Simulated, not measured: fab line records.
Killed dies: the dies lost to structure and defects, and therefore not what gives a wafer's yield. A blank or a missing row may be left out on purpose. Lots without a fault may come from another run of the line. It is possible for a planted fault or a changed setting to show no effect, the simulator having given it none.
Which tool was responsible?    flow gf180mcu    6 lots with 18 wafers sampled at 2 steps, on a route of 602 steps

WHAT THE GAUGES READ, wafer by wafer
GF_MIM_THK_MEAS_11: measures by xrf.
lot   measured      on             MIM_ALCU_THK (nm)
L398  day 25 05:38  film metro-01  199.6 199.3 197.2
L400  day 26 01:32  film metro-01  199.4 202.9 200.5
L402  day 27 00:52  film metro-03  199.7 199.9 198.5
L405  day 27 08:34  film metro-01  200.0 198.7 199.3
L406  day 27 23:49  film metro-03  201.3 201.3 201.8
L413  day 29 21:28  film metro-01  202.8 203.0 199.4

EACH LOT AND THE TOOL THAT RAN IT (in order: tool; ch and the chambers of the sampled wafers; start)
lot   GF_V4_CVD_23
L398  cvd w-01 ch 0,1, day 25 04:31
L400  cvd w-02 ch 0,1, day 26 00:23
L402  cvd w-01 ch 0,1, day 26 23:35
L405  cvd w-01 ch 0,1, day 27 07:23
L406  cvd w-01 ch 0, day 27 22:41
L413  cvd w-01 ch 0,1, day 29 20:20
- GF_V4_CVD_23: deposits W, target thk 350 nm, time 104.9 s.

THE ANSWER, worked out from the rows above alone
Rule: usual is defined by the lots themselves. Put in order of their means at a reading, lots are off if they are a third of the lots or fewer, leave a main group of 4 or more, and stand apart from it by a gap of 3 or more times the standard deviation of the main group's means; of several such gaps the widest counts. The tables above print the reading to a certain number of digits; a main group whose means all agree to those digits is not used. A lot without any number at a reading at which 4 lots or more have one is off too. The other lots that the step has rows for count as sound.
No lot is off at any reading shown: from this, nothing can be told.

WHAT THE SIMULATOR HAD INSERTED
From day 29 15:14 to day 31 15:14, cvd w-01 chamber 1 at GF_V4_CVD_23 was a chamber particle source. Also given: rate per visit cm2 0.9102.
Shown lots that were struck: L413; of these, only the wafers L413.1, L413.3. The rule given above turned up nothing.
